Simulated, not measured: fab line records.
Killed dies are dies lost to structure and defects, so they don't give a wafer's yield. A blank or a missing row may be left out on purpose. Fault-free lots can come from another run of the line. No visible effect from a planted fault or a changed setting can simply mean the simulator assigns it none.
Check of tool commonality -- flow sky130 -- 13 lots, 39 wafers sampled

== WHY IT WAS OPENED ==
At SKY_GATE_OXIDE_TW_MEAS_14 the reading GATE_OXIDE_TW is flagged on 2 of 13 lots. No-fault wafers: 224.8, standard deviation 1.
Rule: a lot gets a flag if all its wafers with a number sit over 4 standard deviations from that mean, or if no wafer of it has a number. As for the other lots, they are considered sound.

lot,measured,on,"GATE_OXIDE_TW, wafer by wafer",flag
L878,day 14 21:43,film_metro-01,222.0 225.5 223.9,
L879,day 15 03:52,film_metro-04,224.8 226.8 225.5,
L880,day 15 14:44,film_metro-01,223.3 223.4 224.8,
L881,day 15 23:18,film_metro-04,224.9 224.1 225.9,
L882,day 16 03:45,film_metro-03,223.0 224.2 224.4,
L883,day 17 00:20,film_metro-03,224.1 225.9 224.2,
L884,day 17 23:35,film_metro-04,224.8 225.1 225.9,
L887,day 18 14:23,film_metro-03,205.9 206.3 207.7,FLAGGED
L889,day 18 19:51,film_metro-03,224.7 223.9 223.5,
L890,day 19 09:19,film_metro-01,223.7 223.9 223.3,
L891,day 19 13:51,film_metro-04,225.3 224.4 225.9,
L892,day 19 23:41,film_metro-01,205.3 205.8 206.2,FLAGGED
L897,day 21 19:08,film_metro-04,225.5 225.0 226.2,
The numbers of the flagged lots are 206.2 on average: -18.6 against the usual, or -19 standard deviations.

== LOT BY LOT: THE TOOL USED ==
The record holds 1 process step before the reading, out of a route of 708 steps. Cell contents, in order: the tool; ch with the chambers the sampled wafers went through; the start.
lot,flag,SKY_GATE_OXIDE_IMPLANT_11
L878,,"implanter-04 ch 0, day 14 21:23"
L879,,"implanter-02 ch 0, day 15 03:31"
L880,,"implanter-02 ch 0, day 15 14:23"
L881,,"implanter-04 ch 0, day 15 22:58"
L882,,"implanter-04 ch 0, day 16 03:26"
L883,,"implanter-02 ch 0, day 17 00:01"
L884,,"implanter-04 ch 0, day 17 23:14"
L887,FLAGGED,"implanter-02 ch 0, day 18 14:02"
L889,,"implanter-04 ch 0, day 18 19:32"
L890,,"implanter-01 ch 0, day 19 08:58"
L891,,"implanter-04 ch 0, day 19 13:31"
L892,FLAGGED,"implanter-02 ch 0, day 19 23:20"
L897,,"implanter-01 ch 0, day 21 18:47"
These steps, and what they do:
- SKY_GATE_OXIDE_IMPLANT_11
- SKY_GATE_OXIDE_TW_MEAS_14

== FLAGGED AGAINST TOTAL, ONE TOOL AT A TIME (gauges that did the reading follow at the end) ==
step,tool,lots run,flagged,share of the flagged lots,sound lots run after its first flagged lot
SKY_GATE_OXIDE_IMPLANT_11,implanter-01,2,0,none,-
SKY_GATE_OXIDE_IMPLANT_11,implanter-02,5,2,all,0
SKY_GATE_OXIDE_IMPLANT_11,implanter-04,6,0,none,-
SKY_GATE_OXIDE_TW_MEAS_14,film_metro-01,4,1,some,0
SKY_GATE_OXIDE_TW_MEAS_14,film_metro-03,4,1,some,1 (L889)
SKY_GATE_OXIDE_TW_MEAS_14,film_metro-04,5,0,none,-

== WHAT IS ALLOWED BY THE TABLE ==
Rows of the table that ran each flagged lot: 1, that is implanter-02 at SKY_GATE_OXIDE_IMPLANT_11.
- implanter-02 at SKY_GATE_OXIDE_IMPLANT_11: 2 of its 5 lots flagged. Its last sound lot is L883 (day 17 00:01), its first flagged lot L887 (day 18 14:02): a fault that began between those two fits. Its own readings (dose_ions_cm2, faraday_current_uA) fall more than 4 standard deviations out on all wafers of the flagged lots.
One tool is left: implanter-02 at SKY_GATE_OXIDE_IMPLANT_11.

== WHAT THE SIMULATOR HAD PUT IN ==
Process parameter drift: implanter-02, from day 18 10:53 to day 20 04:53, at SKY_GATE_OXIDE_IMPLANT_11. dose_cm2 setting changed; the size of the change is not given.
Shown lots that were struck: L887, L892. The rule above found the same.
